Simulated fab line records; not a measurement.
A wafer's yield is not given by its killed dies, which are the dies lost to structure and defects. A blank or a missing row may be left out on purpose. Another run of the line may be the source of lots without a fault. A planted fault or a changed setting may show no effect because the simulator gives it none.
What tool caused it? -- flow sky130 -- route of 708 steps, sampled at 1 step: 7 lots, 21 wafers

## WHAT THE GAUGES SHOWED, per wafer
SKY_SONOS_ONO_THK_MEAS_01.
lot,measured,on,SONOS_ONO_OXIDATION_THK (nm)
L972,day 12 02:37,film_metro-03,2.61 2.61 2.64
L976,day 13 06:33,film_metro-03,2.55 2.65 2.55
L979,day 14 10:13,film_metro-04,2.71 2.63 2.63
L981,day 17 06:42,film_metro-04,2.68 2.58 2.59
L984,day 17 10:44,film_metro-02,2.58 2.57 2.56
L986,day 17 13:14,film_metro-02,2.63 2.65 2.68
L992,day 19 05:07,film_metro-02,2.63 2.68 2.66

## EACH LOT AND THE TOOL THAT RAN IT (in order: tool; ch and the chambers of the sampled wafers; start)
The record holds no process step before these readings.

## THE ANSWER, worked out from the rows above alone
Rule: what is usual is taken from the lots themselves. Put in order of their means at a reading, lots are off if they are a third of the lots or fewer, leave a main group of 4 or more, and stand apart from it by a gap of 3 or more times the standard deviation of the main group's means; of several such gaps the widest counts. A main group is skipped when, at the precision printed for the reading in the tables above, its means are all equal. A lot without any number at a reading at which 4 lots or more have one is off too. The other lots that the step has rows for count as sound.
No lot is off on any of the readings shown, so nothing can be concluded from this.

## WHAT HAD BEEN PUT IN BY THE SIMULATOR
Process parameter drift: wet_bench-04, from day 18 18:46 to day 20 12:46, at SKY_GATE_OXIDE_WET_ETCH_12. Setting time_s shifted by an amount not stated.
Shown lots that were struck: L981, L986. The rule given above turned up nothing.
